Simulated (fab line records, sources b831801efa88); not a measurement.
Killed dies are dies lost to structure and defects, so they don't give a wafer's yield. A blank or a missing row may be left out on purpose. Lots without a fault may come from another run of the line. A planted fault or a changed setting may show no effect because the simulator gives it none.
Which tool did it? | flow sky130 | 12 lots, 36 wafers sampled, at 3 steps of a route of 708

WHAT THE GAUGES READ, wafer by wafer
SKY_CONTACT_THK_MEAS_26: measures by xrf. Usual: CONTACT_W_THK 337 nm, standard deviation 5.2.
lot  | measured     | on            | CONTACT_W_THK (nm) | flag
L967 | day 31 16:43 | film_metro-01 | 336 335 336        |
L968 | day 32 03:03 | film_metro-02 | 333 341 335        |
L970 | day 32 19:04 | film_metro-01 | 329 330 329        |
L971 | day 33 06:41 | film_metro-02 | 343 345 343        |
L972 | day 33 21:00 | film_metro-04 | 336 331 338        |
L975 | day 35 06:50 | film_metro-02 | 338 344 343        |
L977 | day 35 08:40 | film_metro-02 | 339 345 346        |
L982 | day 37 03:20 | film_metro-01 | 336 333 332        |
L984 | day 37 05:38 | film_metro-02 | 346 347 340        |
L986 | day 37 23:11 | film_metro-01 | 338 336 333        |
L987 | day 38 03:45 | film_metro-04 | 335 335 334        |
L989 | day 38 20:40 | film_metro-02 | 341 338 337        |

SKY_METAL1_RS_MEAS_05: measures by four-point-probe. Usual: METAL1_ALCU_RS 0.1261 ohm/sq, standard deviation 0.0014.
lot  | measured     | on            | METAL1_ALCU_RS (ohm/sq) | flag
L967 | day 31 17:13 | film_metro-03 | 0.1266 0.1269 0.1263    |
L968 | day 32 03:33 | film_metro-01 | 0.1265 0.1279 0.1252    |
L970 | day 32 19:34 | film_metro-03 | 0.1240 0.1249 0.1259    |
L971 | day 33 07:13 | film_metro-01 | 0.1262 0.1246 0.1269    |
L972 | day 33 21:30 | film_metro-03 | 0.1251 0.1247 0.1247    |
L975 | day 35 07:20 | film_metro-03 | 0.1265 0.1261 0.1256    |
L977 | day 35 09:10 | film_metro-03 | 0.1245 0.1257 0.1251    |
L982 | day 37 03:51 | film_metro-01 | 0.1253 0.1250 0.1257    |
L984 | day 37 06:08 | film_metro-03 | 0.1286 0.1279 0.1280    |
L986 | day 37 23:47 | film_metro-03 | 0.1263 0.1279 0.1267    |
L987 | day 38 04:16 | film_metro-03 | 0.1271 0.1270 0.1272    |
L989 | day 38 21:11 | film_metro-03 | 0.1272 0.1249 0.1250    |

WHICH TOOL RAN EACH LOT (tool, then ch and the chambers of the sampled wafers, then the start)
lot  | SKY_LOCAL_INTERCONNECT_ETCH_13
L967 | rie_metal-01 ch 0,1, day 30 10:47
L968 | rie_metal-03 ch 0,1, day 30 21:04
L970 | rie_metal-03 ch 0,1, day 31 14:05
L971 | rie_metal-03 ch 0,1, day 32 01:19
L972 | rie_metal-01 ch 0,1, day 32 15:43
L975 | rie_metal-01 ch 0,1, day 34 01:53
L977 | rie_metal-03 ch 0,1, day 34 03:05
L982 | rie_metal-02 ch 0,1, day 35 22:26
L984 | rie_metal-01 ch 0,1, day 36 00:59
L986 | rie_metal-01 ch 0,1, day 36 18:31
L987 | rie_metal-01 ch 0,1, day 36 23:52
L989 | rie_metal-03 ch 0, day 37 17:10
- SKY_LOCAL_INTERCONNECT_ETCH_13: etches BARC in N2/H2, stops on SiO2, time 45.9 s, target depth 60 nm.

WHAT THE TOOLS THEMSELVES READ (means of the sampled wafers that have a number; where no wafer has one, the mark that the record gives instead)
SKY_LOCAL_INTERCONNECT_ETCH_13. Usual: bias_w 100.0 W, standard deviation 0.31; drypump_motor_current_A 5.5 A, standard deviation 0.41; oes_product_au 0.855 a.u., standard deviation 0.0048; throttle_valve_pct 13.225 %, standard deviation 0.0079.
lot  | tool         | bias_w (W) | drypump_motor_current_A (A) | oes_product_au (a.u.) | throttle_valve_pct (%) | flag
L967 | rie_metal-01 | 99.9       | 5.1                         | 0.860                 | 13.227                 |
L968 | rie_metal-03 | 100.1      | 5.4                         | 0.862                 | 13.224                 |
L970 | rie_metal-03 | 100.1      | 5.6                         | 0.851                 | 13.226                 |
L971 | rie_metal-03 | 100.2      | 5.5                         | 0.857                 | 13.223                 |
L972 | rie_metal-01 | 99.8       | 5.2                         | 0.856                 | 13.219                 |
L975 | rie_metal-01 | 100.3      | 5.2                         | 0.854                 | 13.229                 |
L977 | rie_metal-03 | 99.7       | 5.4                         | 0.851                 | 13.225                 |
L982 | rie_metal-02 | 99.9       | 5.9                         | 0.855                 | 13.234                 |
L984 | rie_metal-01 | 99.9       | 5.2                         | 0.854                 | 13.228                 |
L986 | rie_metal-01 | 100.0      | 5.2                         | 0.850                 | 13.217                 |
L987 | rie_metal-01 | 100.1      | 5.1                         | 0.853                 | 13.222                 |
L989 | rie_metal-03 | 100.1      | 5.2                         | 0.855                 | 13.227                 |

THE ANSWER, worked out from the rows above alone
Rule: a lot is off if the mean of its wafers that have a number lies more than 3 standard deviations from the usual mean. A lot without any number at a reading at which 4 lots or more have one is off too. The other lots that the step has rows for count as sound. The gauges are gone through in route order, then the tools' own readings, and for those a lot's mean is taken as printed above. The first step at which some lot is off is used, and at that step the reading that is off furthest; a lot without a number counts as furthest.
No lot is off at any reading shown: from this, nothing can be told.

WHAT THE SIMULATOR HAD PUT IN
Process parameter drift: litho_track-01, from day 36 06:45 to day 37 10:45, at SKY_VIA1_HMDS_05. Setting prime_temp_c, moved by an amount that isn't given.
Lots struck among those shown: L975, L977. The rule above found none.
